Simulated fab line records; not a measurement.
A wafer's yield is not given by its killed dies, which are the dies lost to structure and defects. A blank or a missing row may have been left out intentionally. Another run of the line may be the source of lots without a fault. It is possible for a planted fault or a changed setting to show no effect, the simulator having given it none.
Problem report in the 8D (eight disciplines) form, filled by code | flow sky130 | the parts of the form that need people (team, actions taken, sign-off) are left out

1. THE PROBLEM
Across 9 wafers from 3 lots, LI_CONTACT_W_RS at SKY_LI_CONTACT_RS_MEAS_22 averages 0.602 ohm/sq, while fault-free wafers read 0.285 ohm/sq with a standard deviation of 0.0062. Measured from the usual mean, that is +51 standard deviations.
The step: measures by four-point-probe.
Seen first at day 35 00:33 on film-metro-03, wafer L640.3. Wafers with a number at this step in the record: 36, from 12 lots. By rule, "out" or "out of limits" means more than 4 standard deviations away from the usual mean. The rest of the wafers with a number are treated as sound.

2. WHAT IT IS; WHAT IT IS NOT
question                    | is                           | is not
which readings at this step | LI_CONTACT_W_RS              | -
which lots                  | L640, L641, L642             | L625, L626, L627, L628, L630, L631, L633, L635, L639
which wafers of those lots  | all that have a number       | -
read on which gauges        | film-metro-03, film-metro-04 | film-metro-02
when                        | from day 35 00:33            | up to then (27 sound wafers)

3. WHAT RULES OUT EACH SUSPECT
Counting: a tool at a process step up to the reading stays a suspect if it ran every lot that is out and no sound lot after the first of them.
- ruled out: the gauge at SKY_LI_CONTACT_RS_MEAS_22. Those wafers that are out were read across 2 gauges (film-metro-03, film-metro-04).
- cvd-w-01 at SKY_LI_CONTACT_CVD_21 (deposits W, target thk 400 nm, time 120.56 s): kept. It ran every lot that is out, first L640 (day 35 00:26), and no sound lot after that; its last sound lot up to then is L635 (day 33 03:18).
After counting, what remains is cvd-w-01 at SKY_LI_CONTACT_CVD_21.

4. THE CAUSE (what the simulator had put in)
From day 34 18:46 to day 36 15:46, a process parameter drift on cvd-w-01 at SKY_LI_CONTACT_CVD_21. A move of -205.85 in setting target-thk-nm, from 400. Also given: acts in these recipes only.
Counting left only this tool.

5. THE EFFECT CHAIN, in route order
Each row: a reading whose mean over the struck wafers that have a number lies more than 3 standard deviations from the usual. Readings are gone through only where the record gives a usual standard deviation; hours: the median, over the lots, of the time from a lot's start at the first step in this table giving one to that lot's start at this step; sigmas: the change measured in usual standard deviations.
hours | step                       | reading            | usual        | on struck wafers | change | sigmas
0     | SKY_LI_CONTACT_RS_MEAS_22  | LI_CONTACT_W_RS    | 0.285 ohm/sq | 0.602            | +0.317 | +51
0     | SKY_LI_CONTACT_THK_MEAS_23 | LI_CONTACT_W_THK   | 387 nm       | 186              | -201   | -21
0     | SKY_LI_CONTACT_CMP_24      | time-to-endpoint-s | 96 s         | 46               | -50    | -11
Here are the process steps it includes:
- SKY_LI_CONTACT_CMP_24: polishes, stops on PSG, t overpolish 20 s, target thk 0 nm.
At these later measuring or inspecting steps, every struck wafer for which the step has a row has a number for every such reading, and none has moved that far: SKY_LOCAL_INTERCONNECT_RS_MEAS_01.

6. HOW IT WOULD HAVE BEEN CAUGHT EARLIER
6 hours passed between the start of the fault at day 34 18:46 and the first reading out of limits at a measuring or inspecting step in this record, taken at day 35 00:33.
Tool readings at SKY_LI_CONTACT_CVD_21 with a usual standard deviation given in the record: none out on any struck wafer, hence no alarm at a limit of 4 standard deviations on them.
Of the lots that are out (3), L641, L642 began SKY_LI_CONTACT_CVD_21 on cvd-w-01 after day 35 00:33. A hold on the tool at that time would have spared those 2.
